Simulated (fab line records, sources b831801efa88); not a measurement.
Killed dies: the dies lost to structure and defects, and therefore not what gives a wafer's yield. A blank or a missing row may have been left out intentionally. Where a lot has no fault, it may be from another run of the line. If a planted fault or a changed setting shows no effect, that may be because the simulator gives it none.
Which tool is to blame? ; flow gf180mcu ; 12 lots, 36 wafers sampled, at 5 steps of a route of 602

## WHAT THE GAUGES READ, wafer by wafer
GF_SAB_CD_MEAS_09: the cd target is 420 nm. Usual: cd_nm at 419.5 nm, with a standard deviation of 1.9.
lot;measured;on;cd_nm (nm);flag
L846;day 14 21:49;cd_sem-01;419.7 418.0 419.6;
L849;day 15 22:10;cd_sem-01;416.6 416.4 417.2;
L850;day 16 12:28;cd_sem-01;420.1 418.6 421.6;
L853;day 17 13:00;cd_sem-02;419.0 419.3 415.9;
L855;day 18 06:39;cd_sem-01;418.5 420.0 420.6;
L856;day 18 14:59;cd_sem-02;422.9 421.2 419.6;
L858;day 19 09:16;cd_sem-02;422.6 420.8 420.4;
L859;day 19 15:07;cd_sem-02;420.8 421.7 420.5;
L865;day 21 21:39;cd_sem-02;421.2 420.5 419.0;
L867;day 22 11:00;cd_sem-02;420.4 420.8 420.9;
L868;day 22 19:17;cd_sem-02;421.5 420.4 420.7;
L869;day 23 02:47;cd_sem-01;422.3 424.5 423.3;

GF_M1_RS_MEAS_05: a four-point-probe measurement. Usual: M1_ALCU_RS gives 0.0699 ohm/sq (standard deviation 0.00075).
lot;measured;on;M1_ALCU_RS (ohm/sq);flag
L846;day 15 22:45;film_metro-04;0.0712 0.0706 0.0697;
L849;day 17 00:05;film_metro-04;0.0695 0.0689 0.0684;
L850;day 17 15:27;film_metro-03;0.0695 0.0680 0.0683;
L853;day 18 15:51;film_metro-02;0.0697 0.0691 0.0692;
L855;day 19 08:40;film_metro-03;0.0699 0.0699 0.0700;
L856;day 19 18:15;film_metro-04;0.0707 0.0699 0.0701;
L858;day 20 12:49;film_metro-02;0.0711 0.0700 0.0703;
L859;day 20 18:36;film_metro-03;0.0690 0.0699 0.0691;
L865;day 22 23:49;film_metro-02;0.0711 0.0700 0.0704;
L867;day 23 12:41;film_metro-04;0.0713 0.0707 0.0706;
L868;day 23 21:15;film_metro-04;0.0703 0.0699 0.0703;
L869;day 24 04:33;film_metro-02;0.0715 0.0714 0.0700;

## TOOL THAT RAN EACH LOT (tool first, then ch and the chambers of the sampled wafers, then the start)
lot;GF_HV_LDD_COAT_14;GF_HV_LDD_STRIP_22;GF_CONTACT_SPUTTER_22
L846;litho_track-03 ch 0, day 10 05:05;plasma_asher-01 ch 0,1, day 10 14:44;pvd_sputter-04, day 15 21:50
L849;litho_track-02 ch 0, day 11 00:28;plasma_asher-02 ch 0,1, day 11 10:02;pvd_sputter-02, day 16 23:10
L850;litho_track-02 ch 0, day 11 13:43;plasma_asher-04 ch 0,1, day 11 23:31;pvd_sputter-02, day 17 14:32
L853;litho_track-02 ch 0, day 12 09:12;plasma_asher-01 ch 0,1, day 12 19:55;pvd_sputter-02, day 18 14:57
L855;litho_track-04 ch 0, day 13 02:29;plasma_asher-02 ch 0,1, day 13 11:57;pvd_sputter-01, day 19 07:46
L856;litho_track-04 ch 0, day 13 06:51;plasma_asher-04 ch 0,1, day 13 17:41;pvd_sputter-04, day 19 17:20
L858;litho_track-02 ch 0, day 14 00:49;plasma_asher-01 ch 0,1, day 14 11:14;pvd_sputter-02, day 20 11:53
L859;litho_track-02 ch 0, day 14 04:16;plasma_asher-01 ch 0,1, day 14 14:57;pvd_sputter-04, day 20 17:41
L865;litho_track-04 ch 0, day 16 07:10;plasma_asher-02 ch 0,1, day 16 18:37;pvd_sputter-01, day 22 22:55
L867;litho_track-04 ch 0, day 16 18:37;plasma_asher-01 ch 0,1, day 17 06:39;pvd_sputter-04, day 23 11:35
L868;litho_track-02 ch 0, day 17 04:15;plasma_asher-02 ch 0,1, day 17 15:33;pvd_sputter-01, day 23 20:21
L869;litho_track-02 ch 0, day 17 10:42;plasma_asher-01 ch 0,1, day 17 22:50;pvd_sputter-02, day 24 03:39
- GF_HV_LDD_COAT_14: resist thk 1000 nm.
- GF_HV_LDD_STRIP_22: strips in O2/N2.
- GF_CONTACT_SPUTTER_22: material Ti, target thk 15 nm, time 80.02 s.

## WHAT THE TOOLS THEMSELVES READ (means of the sampled wafers that have a number; where no wafer has one, the mark that the record gives instead)
GF_HV_LDD_COAT_14. Usual: spin_speed_rpm at 2999.8 rpm, with a standard deviation of 1.7.
lot;tool;spin_speed_rpm (rpm);flag
L846;litho_track-03;3000.8;
L849;litho_track-02;2999.4;
L850;litho_track-02;3002.2;
L853;litho_track-02;3000.2;
L855;litho_track-04;3000.3;
L856;litho_track-04;2999.7;
L858;litho_track-02;3293.8;OFF
L859;litho_track-02;3295.8;OFF
L865;litho_track-04;2999.1;
L867;litho_track-04;2998.6;
L868;litho_track-02;2999.8;
L869;litho_track-02;2999.4;

GF_HV_LDD_STRIP_22. Usual: drypump_motor_current_A 5.9 A, standard deviation 0.31; heater_power_w 330 W, standard deviation 44; o2_flow_sccm 3000 sccm, standard deviation 7.5; oes_product_au 0.716 a.u., standard deviation 0.0046; strip_time_to_endpoint_s 12.62 s, standard deviation 0.035.
lot;tool;drypump_motor_current_A (A);heater_power_w (W);o2_flow_sccm (sccm);oes_product_au (a.u.);strip_time_to_endpoint_s (s);flag
L846;plasma_asher-01;6.1;315;2999;0.712;12.60;
L849;plasma_asher-02;5.6;352;3000;0.715;12.61;
L850;plasma_asher-04;5.8;376;2997;0.720;12.59;
L853;plasma_asher-01;6.1;308;3003;0.714;12.59;
L855;plasma_asher-02;5.6;358;2994;0.721;12.65;
L856;plasma_asher-04;5.9;330;3010;0.715;12.59;
L858;plasma_asher-01;6.1;313;3004;0.715;12.07;OFF
L859;plasma_asher-01;6.1;295;3013;0.717;12.08;OFF
L865;plasma_asher-02;5.6;353;2998;0.717;12.69;
L867;plasma_asher-01;6.1;315;3007;0.713;12.60;
L868;plasma_asher-02;5.8;339;3006;0.718;12.62;
L869;plasma_asher-01;6.1;297;3000;0.721;12.61;

GF_CONTACT_SPUTTER_22. Usual: cathode_dc_power_W 2500.0 W, standard deviation 0.47; throttle_valve_pct 30.0 %, standard deviation 1.
lot;tool;cathode_dc_power_W (W);throttle_valve_pct (%);flag
L846;pvd_sputter-04;2499.7;29.3;
L849;pvd_sputter-02;2500.6;31.0;
L850;pvd_sputter-02;2500.1;30.8;
L853;pvd_sputter-02;2499.9;30.3;
L855;pvd_sputter-01;2499.8;29.9;
L856;pvd_sputter-04;2500.0;29.7;
L858;pvd_sputter-02;2499.8;31.6;
L859;pvd_sputter-04;2500.2;29.5;
L865;pvd_sputter-01;2500.5;30.1;
L867;pvd_sputter-04;2499.7;29.0;
L868;pvd_sputter-01;2499.8;30.4;
L869;pvd_sputter-02;2499.8;30.5;

## THE ANSWER, worked out from the rows above alone
Rule: a lot counts as off when the mean over its wafers that have a number is more than 3 standard deviations away from the usual mean. Also off: a lot with no number at a reading for which 4 or more lots have one. All remaining lots with rows at the step are treated as sound. The gauges are gone through in route order, then the tools' own readings, and for those a lot's mean is taken as printed above. At the first step where some lot is off, the reading lying furthest off is the one used; lots without a number count as furthest.
Off: L858, L859, at GF_HV_LDD_COAT_14 (spin_speed_rpm).
If a tool, at that step or one of the process steps before it, ran each lot that is off and ran no sound lot following the first of them, it fits. No candidate that was tried fits.

## WHAT THE SIMULATOR PUT IN
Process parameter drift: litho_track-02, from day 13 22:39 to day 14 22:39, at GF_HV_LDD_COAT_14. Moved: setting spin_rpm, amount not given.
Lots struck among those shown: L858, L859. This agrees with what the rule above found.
